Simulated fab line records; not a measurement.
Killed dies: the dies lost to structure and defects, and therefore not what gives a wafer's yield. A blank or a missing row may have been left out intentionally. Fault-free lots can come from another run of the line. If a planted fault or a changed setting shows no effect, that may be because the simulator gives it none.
Check of tool commonality | flow gf180mcu | Sampled: 13 lots, 39 wafers

WHAT PROMPTED THE OPENING
At GF_HV_LDD_TW_MEAS_38 the reading HV_LDD_3_TW is flagged on 4 of 13 lots. No-fault wafers: 1427, standard deviation 13.
Rule: a lot is flagged when every wafer of it that has a number lies more than 4 standard deviations from that mean, or none has a number. All remaining lots are regarded as sound.

lot  | measured     | on            | HV_LDD_3_TW, wafer by wafer | flag
L292 | day 11 18:32 | film-metro-03 | 1452 1450 1450              |
L294 | day 12 01:28 | film-metro-02 | 1404 1414 1408              |
L295 | day 12 09:02 | film-metro-01 | 1421 1425 1422              |
L296 | day 12 12:22 | film-metro-02 | 1410 1410 1420              |
L297 | day 13 01:58 | film-metro-01 | 1431 1438 1429              |
L298 | day 13 11:20 | film-metro-01 | 1428 1428 1434              |
L299 | day 13 23:19 | film-metro-01 | 1433 1425 1430              |
L300 | day 14 12:01 | film-metro-03 | 1453 1447 1449              |
L301 | day 14 13:46 | film-metro-01 | 1427 1428 1432              |
L302 | day 15 01:16 | film-metro-02 | 1305 1304 1302              | FLAGGED
L303 | day 15 13:02 | film-metro-03 | 1329 1326 1332              | FLAGGED
L304 | day 15 20:02 | film-metro-01 | 1307 1309 1314              | FLAGGED
L305 | day 16 08:04 | film-metro-01 | 1312 1309 1314              | FLAGGED
Average over the flagged lots: 1314; offset from the usual -113, equal to -9 standard deviations.

LOT BY LOT: THE TOOL USED
Before the reading, the record contains 2 process steps out of a 602-step route. Read each cell as the tool, then ch plus the chambers that the sampled wafers visited, then the start.
lot  | flag    | GF_POLY_GATE_STRIP_14                | GF_HV_LDD_IMPLANT_33
L292 |         | plasma-asher-02 ch 0,1, day 9 09:18  | implanter-03 ch 0, day 11 17:53
L294 |         | plasma-asher-04 ch 0,1, day 9 15:39  | implanter-02 ch 0, day 12 00:46
L295 |         | plasma-asher-02 ch 0,1, day 9 20:37  | implanter-03 ch 0, day 12 05:14
L296 |         | plasma-asher-02 ch 0,1, day 10 02:07 | implanter-03 ch 0, day 12 11:40
L297 |         | plasma-asher-03 ch 0,1, day 10 14:28 | implanter-02 ch 0, day 13 01:16
L298 |         | plasma-asher-03 ch 0,1, day 10 22:54 | implanter-01 ch 0, day 13 10:40
L299 |         | plasma-asher-04 ch 0,1, day 11 10:58 | implanter-02 ch 0, day 13 22:38
L300 |         | plasma-asher-03 ch 0, day 11 21:34   | implanter-03 ch 0, day 14 11:20
L301 |         | plasma-asher-03 ch 0,1, day 11 23:31 | implanter-01 ch 0, day 14 13:04
L302 | FLAGGED | plasma-asher-03 ch 0,1, day 12 10:22 | implanter-01 ch 0, day 15 00:34
L303 | FLAGGED | plasma-asher-04 ch 0,1, day 12 20:52 | implanter-02 ch 0, day 15 12:20
L304 | FLAGGED | plasma-asher-02 ch 0,1, day 13 03:18 | implanter-03 ch 0, day 15 19:22
L305 | FLAGGED | plasma-asher-04 ch 0,1, day 13 14:28 | implanter-02 ch 0, day 16 07:22
What the steps here do:
- GF_POLY_GATE_STRIP_14: strips in O2/N2.
- GF_HV_LDD_IMPLANT_33
- GF_HV_LDD_TW_MEAS_38

FLAGGED OVER TOTAL, TOOL BY TOOL (the gauges that took the reading come last)
step                  | tool            | lots run | flagged | share of the flagged lots | sound lots run after its first flagged lot
GF_POLY_GATE_STRIP_14 | plasma-asher-02 | 4        | 1       | some                      | 0
GF_POLY_GATE_STRIP_14 | plasma-asher-03 | 5        | 1       | some                      | 0
GF_POLY_GATE_STRIP_14 | plasma-asher-04 | 4        | 2       | some                      | 0
GF_HV_LDD_IMPLANT_33  | implanter-01    | 3        | 1       | some                      | 0
GF_HV_LDD_IMPLANT_33  | implanter-02    | 5        | 2       | some                      | 0
GF_HV_LDD_IMPLANT_33  | implanter-03    | 5        | 1       | some                      | 0
GF_HV_LDD_TW_MEAS_38  | film-metro-01   | 7        | 2       | some                      | 0
GF_HV_LDD_TW_MEAS_38  | film-metro-02   | 3        | 1       | some                      | 0
GF_HV_LDD_TW_MEAS_38  | film-metro-03   | 3        | 1       | some                      | 0

WHAT THE TABLE ALLOWS
No row of the table ran every flagged lot.

WHAT WAS PUT IN BY THE SIMULATOR
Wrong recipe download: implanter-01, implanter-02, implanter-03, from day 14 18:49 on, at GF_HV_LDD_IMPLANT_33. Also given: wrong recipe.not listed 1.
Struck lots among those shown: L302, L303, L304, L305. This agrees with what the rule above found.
